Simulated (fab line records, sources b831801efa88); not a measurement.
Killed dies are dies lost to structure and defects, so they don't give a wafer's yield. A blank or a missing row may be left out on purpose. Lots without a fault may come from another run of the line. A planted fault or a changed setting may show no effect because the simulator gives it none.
Chamber matching | flow sky130 | SKY_VIA4_ETCH_12 on rie_diel-01: 4 sister chambers
The step etches SiO2 in C4F8/O2/Ar, stops on TiN, target depth 580 nm. 14 wafers are shown with their chamber, then 7 later ones without.

WAFERS WITH THEIR CHAMBER
wafer  | chamber | oes_product_au (a.u.)
L737.2 | 1       | 0.926
L737.3 | 2       | 0.933
L737.6 | 2       | 0.923
L740.2 | 0       | 0.916
L740.4 | 2       | 0.927
L740.6 | 3       | 0.925
L750.2 | 1       | 0.930
L750.3 | 3       | 0.928
L750.4 | 0       | 0.919
L751.1 | 3       | 0.932
L751.3 | 2       | 0.931
L751.6 | 1       | 0.934
L752.2 | 3       | 0.927
L752.3 | 0       | 0.930

SIGNATURES (means of the wafers above)
reading        | chamber 0 | chamber 1 | chamber 2 | chamber 3 | scatter within a chamber
oes_product_au | 0.92167   | 0.93000   | 0.92850   | 0.92800   | 0.00475
Rule: a wafer's distance from a chamber is the root of the sum, over the readings, of the square of ((its reading less the chamber's mean) divided by the reading's scatter). The wafer belongs to the nearest chamber; if the next one is less than 2 further off, it can't be placed. The scatter: the root of (the sum of the squares of (reading less its chamber's mean) over the shown wafers, divided by (wafers less chambers)).

WAFERS WITHOUT THEIR CHAMBER
wafer  | oes_product_au (a.u.)
L752.4 | 0.924
L756.4 | 0.920
L756.5 | 0.921
L756.6 | 0.924
L757.1 | 0.918
L757.3 | 0.932
L757.4 | 0.923

WHICH CHAMBER EACH WENT THROUGH
wafer  | from the rows above               | in truth
L752.4 | can't be placed: 0 or 3 or 2 or 1 | 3
L756.4 | can't be placed: 0 or 3 or 2 or 1 | 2
L756.5 | can't be placed: 0 or 3 or 2 or 1 | 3
L756.6 | can't be placed: 0 or 3 or 2 or 1 | 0
L757.1 | can't be placed: 0 or 3 or 2 or 1 | 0
L757.3 | can't be placed: 1 or 2 or 3 or 0 | 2
L757.4 | can't be placed: 0 or 3 or 2 or 1 | 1
Placed correctly: 0 of 7. Can't be placed from these rows: 7 (the true chamber is among the candidates in 7). Placed wrongly: 0.
